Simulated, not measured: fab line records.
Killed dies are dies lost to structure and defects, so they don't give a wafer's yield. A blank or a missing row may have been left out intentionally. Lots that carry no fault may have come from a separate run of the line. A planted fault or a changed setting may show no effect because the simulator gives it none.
Matching of chambers || flow sfq-line || SFQ_TRILAYER_I0_VIA_ETCH_VIA_ETCH_034 on rie-diel-01: 4 sister chambers
The step etches SiO2 in CHF3, stops on Nb, target depth 260 nm. 14 wafers are shown with their chamber, then 6 later ones without.

## WAFERS PAIRED WITH THEIR CHAMBERS
{"wafer": "L330.3", "chamber": 3, "drypump-motor-current-A (A)": 6.7, "oes-product-au (a.u.)": 0.864}
{"wafer": "L330.4", "chamber": 2, "drypump-motor-current-A (A)": 5.9, "oes-product-au (a.u.)": 0.855}
{"wafer": "L330.6", "chamber": 2, "drypump-motor-current-A (A)": 5.9, "oes-product-au (a.u.)": 0.848}
{"wafer": "L334.2", "chamber": 1, "drypump-motor-current-A (A)": 5.4, "oes-product-au (a.u.)": 0.851}
{"wafer": "L334.3", "chamber": 2, "drypump-motor-current-A (A)": 5.9, "oes-product-au (a.u.)": 0.850}
{"wafer": "L334.6", "chamber": 2, "drypump-motor-current-A (A)": 5.9, "oes-product-au (a.u.)": 0.855}
{"wafer": "L335.2", "chamber": 0, "drypump-motor-current-A (A)": 5.6, "oes-product-au (a.u.)": 0.854}
{"wafer": "L335.5", "chamber": 1, "drypump-motor-current-A (A)": 5.4, "oes-product-au (a.u.)": 0.854}
{"wafer": "L335.6", "chamber": 0, "drypump-motor-current-A (A)": 5.6, "oes-product-au (a.u.)": 0.858}
{"wafer": "L342.1", "chamber": 3, "drypump-motor-current-A (A)": 6.7, "oes-product-au (a.u.)": 0.859}
{"wafer": "L342.2", "chamber": 0, "drypump-motor-current-A (A)": 5.6, "oes-product-au (a.u.)": 0.850}
{"wafer": "L342.5", "chamber": 0, "drypump-motor-current-A (A)": 5.6, "oes-product-au (a.u.)": 0.854}
{"wafer": "L345.1", "chamber": 3, "drypump-motor-current-A (A)": 6.7, "oes-product-au (a.u.)": 0.849}
{"wafer": "L345.6", "chamber": 3, "drypump-motor-current-A (A)": 6.6, "oes-product-au (a.u.)": 0.850}

SIGNATURES, as means of the wafers listed above
{"reading": "drypump-motor-current-A", "chamber 0": 5.600, "chamber 1": 5.400, "chamber 2": 5.900, "chamber 3": 6.675, "scatter within a chamber": 0.0274}
{"reading": "oes-product-au", "chamber 0": 0.85400, "chamber 1": 0.85250, "chamber 2": 0.85200, "chamber 3": 0.85550, "scatter within a chamber": 0.00481}
Rule: a wafer's distance from a chamber is the root of the sum, over the readings, of the square of ((its reading less the chamber's mean) divided by the reading's scatter). If the next closest chamber is less than 2 further off than the closest, the wafer can't be placed; otherwise it belongs to the closest. The scatter is the square root of a quotient: the sum, over the shown wafers, of each reading's squared deviation from its chamber's mean, divided by wafers minus chambers.

## WAFERS WHOSE CHAMBER IS MISSING
{"wafer": "L348.2", "drypump-motor-current-A (A)": 5.6, "oes-product-au (a.u.)": 0.844}
{"wafer": "L348.4", "drypump-motor-current-A (A)": 5.9, "oes-product-au (a.u.)": 0.859}
{"wafer": "L348.6", "drypump-motor-current-A (A)": 5.6, "oes-product-au (a.u.)": 0.858}
{"wafer": "L349.3", "drypump-motor-current-A (A)": 5.4, "oes-product-au (a.u.)": 0.861}
{"wafer": "L349.4", "drypump-motor-current-A (A)": 6.7, "oes-product-au (a.u.)": 0.857}
{"wafer": "L349.5", "drypump-motor-current-A (A)": 6.7, "oes-product-au (a.u.)": 0.858}

## CHAMBER TAKEN BY EACH
{"wafer": "L348.2", "from the rows above": 0, "in truth": 0}
{"wafer": "L348.4", "from the rows above": 2, "in truth": 2}
{"wafer": "L348.6", "from the rows above": 0, "in truth": 0}
{"wafer": "L349.3", "from the rows above": 1, "in truth": 1}
{"wafer": "L349.4", "from the rows above": 3, "in truth": 3}
{"wafer": "L349.5", "from the rows above": 3, "in truth": 3}
Correct placement for 6 of the 6. Not placeable from these rows: 0. Wrongly placed: 0.
